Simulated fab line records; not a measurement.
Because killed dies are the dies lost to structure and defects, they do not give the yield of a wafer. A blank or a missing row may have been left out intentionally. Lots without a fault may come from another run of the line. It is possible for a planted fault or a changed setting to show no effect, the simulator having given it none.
The tool behind it: which one? :: flow sky130 :: 6 lots, 18 wafers sampled, at 3 steps of a route of 708

## WHAT THE GAUGES READ, wafer by wafer
SKY_SD_P_CD_MEAS_07: target cd 380 nm.
lot: L801
measured: day 26 06:39
on: cdSem-02
cdNm (nm): 377.8 376.7 376.9

lot: L803
measured: day 27 09:22
on: cdSem-01
cdNm (nm): 376.2 374.9 377.2

lot: L807
measured: day 28 13:25
on: cdSem-01
cdNm (nm): 379.8 380.2 378.8

lot: L813
measured: day 30 07:07
on: cdSem-02
cdNm (nm): 380.7 384.2 382.2

lot: L817
measured: day 31 10:46
on: cdSem-02
cdNm (nm): 346.6 345.1 346.5

lot: L819
measured: day 32 22:04
on: cdSem-01
cdNm (nm): 343.0 344.3 341.0

## EACH LOT AND THE TOOL THAT RAN IT (in order: tool; ch and the chambers of the sampled wafers; start)
lot: L801
SKY_POLY_CUT_STRIP_12: plasmaAsher-02 ch 0, day 25 01:44
SKY_SD_P_DEVELOP_06: lithoTrack-01 ch 0, day 26 06:30

lot: L803
SKY_POLY_CUT_STRIP_12: plasmaAsher-04 ch 0,1, day 26 02:02
SKY_SD_P_DEVELOP_06: lithoTrack-03 ch 0, day 27 07:15

lot: L807
SKY_POLY_CUT_STRIP_12: plasmaAsher-04 ch 0,1, day 27 11:29
SKY_SD_P_DEVELOP_06: lithoTrack-03 ch 0, day 28 13:16

lot: L813
SKY_POLY_CUT_STRIP_12: plasmaAsher-04 ch 1, day 29 04:34
SKY_SD_P_DEVELOP_06: lithoTrack-01 ch 0, day 30 06:58

lot: L817
SKY_POLY_CUT_STRIP_12: plasmaAsher-01 ch 0,1, day 30 07:43
SKY_SD_P_DEVELOP_06: lithoTrack-03 ch 0, day 31 10:37

lot: L819
SKY_POLY_CUT_STRIP_12: plasmaAsher-04 ch 0,1, day 31 18:50
SKY_SD_P_DEVELOP_06: lithoTrack-03 ch 0, day 32 21:55
- SKY_POLY_CUT_STRIP_12: strips in O2/N2.
- SKY_SD_P_DEVELOP_06: develop time 60 s.

## THE ANSWER, worked out from the rows above alone
Rule: usual is defined by the lots themselves. The widest of any qualifying gaps counts: lots, ordered by their means at a reading, are off when they make up no more than a third of the lots, leave a main group of 4 or more, and stand apart from it by 3 or more times the standard deviation of that group's means. A main group is skipped when, at the precision printed for the reading in the tables above, its means are all equal. A lot without any number at a reading at which 4 lots or more have one is off too. All remaining lots with rows at the step are treated as sound.
Off: L817, L819, at SKY_SD_P_CD_MEAS_07 (cdNm). The main group: mean 378.8 nm, standard deviation 2.4.
If a tool, at a process step before that reading, ran all the lots that are off and no sound lot after the first of them, it fits. Gauges at SKY_SD_P_CD_MEAS_07: tried the same way as those tools. One fits: lithoTrack-03 at SKY_SD_P_DEVELOP_06. A fault onset in the window from L807 (day 28 13:16, its last sound lot) to L817 (day 31 10:37, its first lot off) fits.

## WHAT WAS PUT IN BY THE SIMULATOR
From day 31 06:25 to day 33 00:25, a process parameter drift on lithoTrack-03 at SKY_SD_P_DEVELOP_06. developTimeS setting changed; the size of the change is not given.
Shown lots that were struck: L817, L819. The rule given above showed the same thing.
